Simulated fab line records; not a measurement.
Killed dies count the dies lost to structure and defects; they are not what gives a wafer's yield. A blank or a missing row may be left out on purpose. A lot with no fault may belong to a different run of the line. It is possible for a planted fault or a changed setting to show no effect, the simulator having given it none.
fab line records	flow gf180mcu	part 2 of 2: steps 34 to 45 of 45
[record] lots = 5	wafers = 15	last-day = 34
route steps=602 shown STI@19 DNWELL@32 NWELL@42 LVPWELL@54
lots with no fault: from the same line, run without faults
start-h: the number of hours between the record's first day and the start of the first shown wafer of the lot	wait-h: hours elapsed since this lot's preceding step	" identical to the entry in the row above	L1.1+2: several wafers, shown together as one row	- value missing, or start not given	* or withheld: withheld	< > ~ a bound
route shown NAME@n: NAME is a module with steps in the file, n the number in the route of the first one	usual: mean/standard deviation taken from wafers without a fault	same: alike in all rows	chamber/n: place in a boat	sites: each site's reading	_std_site: standard deviation across them	_edge_site: mean of outer sites minus mean of inner sites	radius-mm: how far each site lies from the wafer's centre	mask NAME#n: copy n	behind: the last tool/chamber to shape the wafer	hold: the reason the lot was held/the length of the hold in hours/how it ended	device: the n, p or np transistor that did not switch	end of line: tests of these same wafers at the route's end	a step given without rows: its recipe and nothing more	killed: not the wafer's yield, but the dies lost to structure and defects at the first sort	map: a wafer's dies, marking killed ones x, the rest . and places with no die _
set.NAME: the setting that was run; set.NAME@STEP: the one run at that earlier step	model.NAME: the simulator's own value behind a step, which no gauge read
lots at selected steps of the route; one table per step, one row per wafer
services: when a tool's chamber went out of use (start-h, in hours from the record's first day, below 0 if earlier), for how many hours, and the reason
[[steps]]
[step GF_NWELL_STRIP_10]
[recipe] chemistry = O2/N2	power-w = 1400	pressure-mtorr = 1500	platen-temp-c = 250	o2-flow-sccm = 3000	n2-flow-sccm = 300	overash-fraction = 0.5
[usual] chamber-pressure-mTorr = 1499.9/1.5	drypump-motor-current-A = 5.9/0.45	heater-power-w = 306/29	oes-product-au = 0.723/0.0043	platen-temp-c = 250.01/0.18	strip-time-to-endpoint-s = 36.95/0.1
[same] overash-fraction = 0.5
lot.wafer	tool	chamber	start-h	wait-h	chamber-pressure-mTorr	drypump-motor-current-A	heater-power-w	oes-product-au	platen-temp-c	rf-hours-counter-h	strip-time-to-endpoint-s
L084.4	plasma-asher-03	0	112.20	0.1	1500.6	5.6	280	0.725	249.84	-	36.88
L084.5	"	0	"	"	1500.4	5.6	280	0.719	249.96	-	36.87
L084.6	"	1	"	"	1499.0	5.6	314	0.724	250.04	-	36.75
L085.3	plasma-asher-02	0	116.40	0.1	1498.1	6.3	358	0.728	250.06	-	36.87
L085.4	"	1	"	"	1498.3	6.6	275	0.717	250.25	-	36.85
L085.6	"	0	"	"	1499.4	6.3	348	0.716	249.92	-	36.92
L086.1	plasma-asher-04	1	121.51	0.1	1501.1	5.6	290	0.726	249.87	0	37.18
L086.3	"	0	"	"	1498.4	5.5	317	0.716	250.23	-	37.00
L086.4	"	1	"	"	1497.6	5.6	285	0.726	249.93	-	37.06
L095.1	plasma-asher-04	0	171.15	0.1	1500.4	5.5	322	0.715	249.99	5	36.94
L095.5	"	0	"	"	1501.8	5.5	315	0.722	249.92	-	36.98
L095.6	"	1	"	"	1501.9	5.5	291	0.727	249.82	-	36.97
L097.4	plasma-asher-02	0	182.54	0.1	1499.8	6.3	357	0.720	249.91	-	37.00
L097.5	"	1	"	"	1500.0	6.5	280	0.728	249.67	-	37.03
L097.6	"	0	"	"	1500.7	6.3	353	0.731	250.26	-	36.98
[step GF_NWELL_TW_MEAS_11]
[usual] NWELL_TW = 1580/11
lot.wafer	tool	chamber	start-h	wait-h	NWELL_TW
L084.4	film-metro-01	-	112.29	0.1	1565
L084.5	"	-	"	"	1566
L084.6	"	-	"	"	1572
L085.3	film-metro-03	-	116.48	0.1	1592
L085.4	"	-	"	"	1597
L085.6	"	-	"	"	1590
L086.1	film-metro-04	-	121.61	0.1	1561
L086.3	"	-	"	"	1568
L086.4	"	-	"	"	1570
L095.1	film-metro-03	-	171.25	0.1	1594
L095.5	"	-	"	"	1582
L095.6	"	-	"	"	1590
L097.4	film-metro-03	-	182.64	0.1	1595
L097.5	"	-	"	"	1590
L097.6	"	-	"	"	1587
[step GF_LVPWELL_DEHYDRATE_00]
[recipe] temp-c = 200	time-s = 60
lot.wafer	tool	chamber	start-h	wait-h
L084.4+5+6	litho-track-01	0	118.66	6.4
L085.3+4+6	litho-track-02	0	122.82	6.3
L086.1+3+4	litho-track-03	0	128.42	6.8
L095.1+5+6	litho-track-02	0	179.02	7.8
L097.4+5+6	litho-track-02	0	190.75	8.1
[step GF_LVPWELL_HMDS_01]
[recipe] prime-time-s = 60	prime-temp-c = 120
lot.wafer	tool	chamber	start-h	wait-h
L084.4+5+6	litho-track-01	0	118.81	0.1
L085.3+4+6	litho-track-02	0	122.97	0.1
L086.1+3+4	litho-track-03	0	128.57	0.1
L095.1+5+6	litho-track-02	0	179.17	0.1
L097.4+5+6	litho-track-02	0	190.90	0.1
[step GF_LVPWELL_COAT_02]
[recipe] spin-rpm = 2000	resist-thk-nm = 3043
lot.wafer	tool	chamber	start-h	wait-h
L084.4+5+6	litho-track-01	0	118.96	0.1
L085.3+4+6	litho-track-02	0	123.12	0.1
L086.1+3+4	litho-track-03	0	128.72	0.1
L095.1+5+6	litho-track-02	0	179.32	0.1
L097.4+5+6	litho-track-02	0	191.05	0.1
[step GF_LVPWELL_SOFTBAKE_03]
[recipe] temp-c = 110	time-s = withheld
lot.wafer	tool	chamber	start-h	wait-h
L084.4+5+6	litho-track-01	0	119.14	0.1
L085.3+4+6	litho-track-02	0	123.29	0.1
L086.1+3+4	litho-track-03	0	128.87	0.1
L095.1+5+6	litho-track-02	0	179.47	0.1
L097.4+5+6	litho-track-02	0	191.22	0.1
[step GF_LVPWELL_EXPOSE_04]
[recipe] mask-id = LVPWELL	target-cd-nm = 600	na = 0.6	source-shape = conventional	sigma-outer = 0.6	dose-mj = 260
[usual] focus-offset-nm = 0.1/0.54
[same] na = 0.6
lot.wafer	tool	chamber	start-h	wait-h	mask	focus-offset-nm
L084.4	iline-stepper-01	0	-	-	LVPWELL#0	0.5
L084.5	"	0	"	"	LVPWELL#0	-0.6
L084.6	"	0	"	"	LVPWELL#0	0.7
L085.3	iline-stepper-02	0	-	-	LVPWELL#0	0.3
L085.4	"	0	"	"	LVPWELL#0	-0.4
L085.6	"	0	"	"	LVPWELL#0	0.5
L086.1	iline-stepper-02	0	-	-	LVPWELL#0	0.3
L086.3	"	0	"	"	LVPWELL#0	-0.3
L086.4	"	0	"	"	LVPWELL#0	-0.6
L095.1	iline-stepper-02	0	-	-	LVPWELL#0	0.7
L095.5	"	0	"	"	LVPWELL#0	-0.4
L095.6	"	0	"	"	LVPWELL#0	-0.4
L097.4	iline-stepper-01	0	-	-	LVPWELL#0	0.2
L097.5	"	0	"	"	LVPWELL#0	0.9
L097.6	"	0	"	"	LVPWELL#0	0.1
[step GF_LVPWELL_PEB_05]
[recipe] temp-c = 115	time-s = withheld
lot.wafer	tool	chamber	start-h	wait-h
L084.4+5+6	litho-track-02	0	-	-
L085.3+4+6	litho-track-01	0	-	-
L086.1+3+4	litho-track-02	0	-	-
L095.1+5+6	litho-track-03	0	-	-
L097.4+5+6	litho-track-01	0	-	-
[step GF_LVPWELL_DEVELOP_06]
[recipe] wall-angle-deg = 90	develop-time-s = 60	dev-temp-c = 23
[same] develop-time-s = 60
lot.wafer	tool	chamber	start-h	wait-h
L084.4+5+6	litho-track-02	0	-	-
L085.3+4+6	litho-track-01	0	-	-
L086.1+3+4	litho-track-02	0	-	-
L095.1+5+6	litho-track-03	0	-	-
L097.4+5+6	litho-track-01	0	-	-
[step GF_LVPWELL_OVL_MEAS_07]
[usual] LVPWELL_OVL = -0.2/1.3
lot.wafer	tool	chamber	start-h	wait-h	LVPWELL_OVL[nm]
L084.4	overlay-02	-	126.39	-	0.0
L084.5	"	-	"	"	0.5
L084.6	"	-	"	"	-1.3
L085.3	overlay-02	-	131.05	-	0.8
L085.4	"	-	"	"	1.1
L085.6	"	-	"	"	0.2
L086.1	overlay-01	-	136.52	-	-1.1
L086.3	"	-	"	"	1.2
L086.4	"	-	"	"	-0.2
L095.1	overlay-01	-	187.52	-	1.4
L095.5	"	-	"	"	0.3
L095.6	"	-	"	"	1.6
L097.4	overlay-01	-	199.85	-	-1.4
L097.5	"	-	"	"	0.7
L097.6	"	-	"	"	0.3
[step GF_LVPWELL_IMPLANT_08]
[recipe] species = B	energy-kev = 170	dose-cm2 = 1.438e+13	tilt-deg = 0
lot.wafer	tool	chamber	start-h	wait-h
L084.4+5+6	implanter-04	0	126.48	0.1
L085.3+4+6	implanter-04	0	131.12	0.1
L086.1+3+4	implanter-04	0	136.65	0.1
L095.1+5+6	implanter-02	0	187.55	0.0
L097.4+5+6	implanter-04	0	199.94	0.1
[step GF_LVPWELL_IMPLANT_09]
[recipe] species = B	energy-kev = 60	dose-cm2 = 5e+12	tilt-deg = 0
lot.wafer	tool	chamber	start-h	wait-h
L084.4+5+6	implanter-04	0	126.63	0.1
L085.3+4+6	implanter-04	0	131.27	0.1
L086.1+3+4	implanter-04	0	136.80	0.1
L095.1+5+6	implanter-02	0	187.70	0.1
L097.4+5+6	implanter-04	0	200.09	0.1
[[services]]
tool	chamber	start-h	hours	kind
iline-stepper-01	-	59.65	4.4	pm
cmp-02	-	64.16	4.0	pm
cmp-02	-	64.28	4.5	repair
iline-stepper-01	-	65.70	11.9	repair
cmp-02	-	68.16	-	consumable-replace:conditioner
cmp-02	-	68.16	-	consumable-replace:pad
implanter-03	-	81.92	5.0	pm
plasma-asher-02	-	84.97	2.8	pm
hdpcvd-02	1	85.79	4.9	repair
iline-stepper-02	-	93.82	12.2	repair
furnace-01	-	96.48	3.7	pm
wet-bench-01	-	97.58	11.3	repair
iline-stepper-02	0	100.88	-	calibration
iline-stepper-02	-	106.04	1.7	pm
hdpcvd-02	-	107.90	2.8	pm
plasma-asher-04	-	108.75	9.0	pm
plasma-asher-04	0	108.75	9.0	vent-cycle
plasma-asher-02	-	114.58	1.0	repair
plasma-asher-01	-	120.19	0.3	repair
furnace-02	-	121.62	2.5	pm
implanter-01	-	123.72	1.8	repair
iline-stepper-01	0	126.79	-	calibration
cmp-02	-	173.19	0.5	repair
cmp-01	-	199.06	15.8	pm
